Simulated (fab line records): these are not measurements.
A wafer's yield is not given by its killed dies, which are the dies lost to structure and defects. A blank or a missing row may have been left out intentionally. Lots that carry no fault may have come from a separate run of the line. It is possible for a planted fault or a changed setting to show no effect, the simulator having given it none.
A single fault, viewed from 2 desks / flow gf180mcu / every desk sees just its own numbers, and what lay behind them comes last

## THE METROLOGY DESK
Lot by lot, what the gauges showed, no matter which tool ran the lot: averages of those sampled wafers that carry a number. Marked OUT: a lot whose mean sits more than 4 standard deviations from the usual mean, which makes it out of limits; the brackets give that distance.
Columns: A = MIM_CVD_05_THK at GF_MIM_THK_MEAS_06, usual 42.1 nm; B = V5_CVD_02_THK at GF_V5_THK_MEAS_03, usual 1446 nm; C = TOP_METAL_OVL at GF_TOP_METAL_OVL_MEAS_15, usual 1.5 nm
lot=L210; first seen here=day 24 14:09; A=41.9; B=1477; C=2.4
lot=L211; first seen here=day 25 01:24; A=42.3; B=1426; C=1.4
lot=L212; first seen here=day 25 01:50; A=41.4; B=1475; C=3.0
lot=L213; first seen here=day 25 11:50; A=42.2; B=1414; C=0.7
lot=L216; first seen here=day 26 17:49; A=42.3; B=1455; C=2.3
lot=L217; first seen here=day 26 22:28; A=41.9; B=1412; C=1.5
lot=L218; first seen here=day 27 06:23; A=42.1; B=1435; C=2.8
lot=L219; first seen here=day 27 18:04; A=42.1; B=1443; C=0.3
lot=L220; first seen here=day 27 22:18; A=42.6; B=1422; C=0.3
lot=L221; first seen here=day 28 03:01; A=42.8; B=1438; C=0.5
lot=L224; first seen here=day 29 00:37; A=42.3; B=1444; C=1.8
lot=L225; first seen here=day 29 06:50; A=41.4; B=1426; C=1.5
lot=L226; first seen here=day 29 17:45; A=42.1; B=1434; C=2.1
lot=L233; first seen here=day 31 13:29; A=41.9; B=1453; C=2.5
Result from this desk: across the 14 lots, nothing is out of limits.

## DESK OF THE TOOL OWNER: iline stepper-02
The tool's own readings at GF_PASSIVATION_EXPOSE_08 (exposes mask Pad, target cd 40000 nm): means of the sampled wafers that have a number, for each lot that ran on this tool. Marked OUT: a lot whose mean sits more than 4 standard deviations from the usual mean, which makes it out of limits; the brackets give that distance.
Columns: A = exposure dose mJ cm2 at GF_PASSIVATION_EXPOSE_08, usual 309.9; B = focus offset nm at GF_PASSIVATION_EXPOSE_08, usual 0.0 nm
lot=L210; first seen here=day 28 15:00; A=309.7; B=-0.3
lot=L211; first seen here=day 29 02:03; A=309.8; B=0.4
lot=L212; first seen here=day 29 02:58; A=309.4; B=-0.2
lot=L213; first seen here=day 29 10:45; A=309.7; B=0.1
lot=L219; first seen here=day 31 10:39; A=309.9; B=0.3
Result from this desk: across the 5 lots, nothing is out of limits.

## TAKEN TOGETHER
Metrology desk: nothing out of limits seen.
Nothing out of limits was seen by the tool owner's desk.

## WHAT THE SIMULATOR HAD INSERTED
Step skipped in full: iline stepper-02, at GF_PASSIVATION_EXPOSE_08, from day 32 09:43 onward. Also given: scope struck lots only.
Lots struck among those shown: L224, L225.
